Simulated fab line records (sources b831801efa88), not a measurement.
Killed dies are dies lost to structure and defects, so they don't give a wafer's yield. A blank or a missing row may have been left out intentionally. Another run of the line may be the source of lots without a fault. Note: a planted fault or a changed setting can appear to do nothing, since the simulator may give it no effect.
The same fault as seen by 2 desks ; flow gf180mcu ; numbers are kept per desk, each desk with only its own; the story behind them comes last

== THE METROLOGY DESK ==
Means of the sampled wafers that have a number, per lot and without regard to the tool the lot ran on: this is what the gauges read. The brackets show how far a lot's mean lies from the usual mean; more than 4 standard deviations puts the lot out of limits, marked OUT.
Columns: A = V5_W_RS at GF_V5_RS_MEAS_24, usual 0.327 ohm/sq
lot;first seen here;A
L992;day 27 16:05;0.326
L993;day 27 19:41;0.323
L995;day 28 10:55;0.328
L996;day 28 20:01;0.323
L997;day 29 05:03;0.325
L999;day 29 17:55;0.327
L103;day 30 21:26;0.325
L104;day 31 07:32;0.328
L107;day 31 22:37;0.321
L109;day 32 12:56;0.317
L111;day 33 00:13;0.320
This desk found nothing out of limits on any of the 11 lots.

== FOR THE TOOL OWNER'S DESK: cvdW-01 ==
The tool's own readings at GF_V5_CVD_23 (deposits W, target thk 350 nm, time 104.9 s): means of the sampled wafers that have a number, for each lot that ran on this tool. The brackets show how far a lot's mean lies from the usual mean; more than 4 standard deviations puts the lot out of limits, marked OUT.
Columns: A = heaterPowerW at GF_V5_CVD_23, usual 911 W
lot;first seen here;A
L992;day 27 15:55;856
L993;day 27 19:35;891
L995;day 28 10:49;854
L996;day 28 19:53;901
L997;day 29 04:54;901
L104;day 31 07:23;864
L107;day 31 22:29;898
L109;day 32 12:49;897
L111;day 33 00:05;868
This desk found nothing out of limits on any of the 9 lots.

== BROUGHT TOGETHER ==
From the metrology desk's view, nothing was out of limits.
Nothing out of limits was seen by the tool owner's desk.

== WHAT WAS PUT IN BY THE SIMULATOR ==
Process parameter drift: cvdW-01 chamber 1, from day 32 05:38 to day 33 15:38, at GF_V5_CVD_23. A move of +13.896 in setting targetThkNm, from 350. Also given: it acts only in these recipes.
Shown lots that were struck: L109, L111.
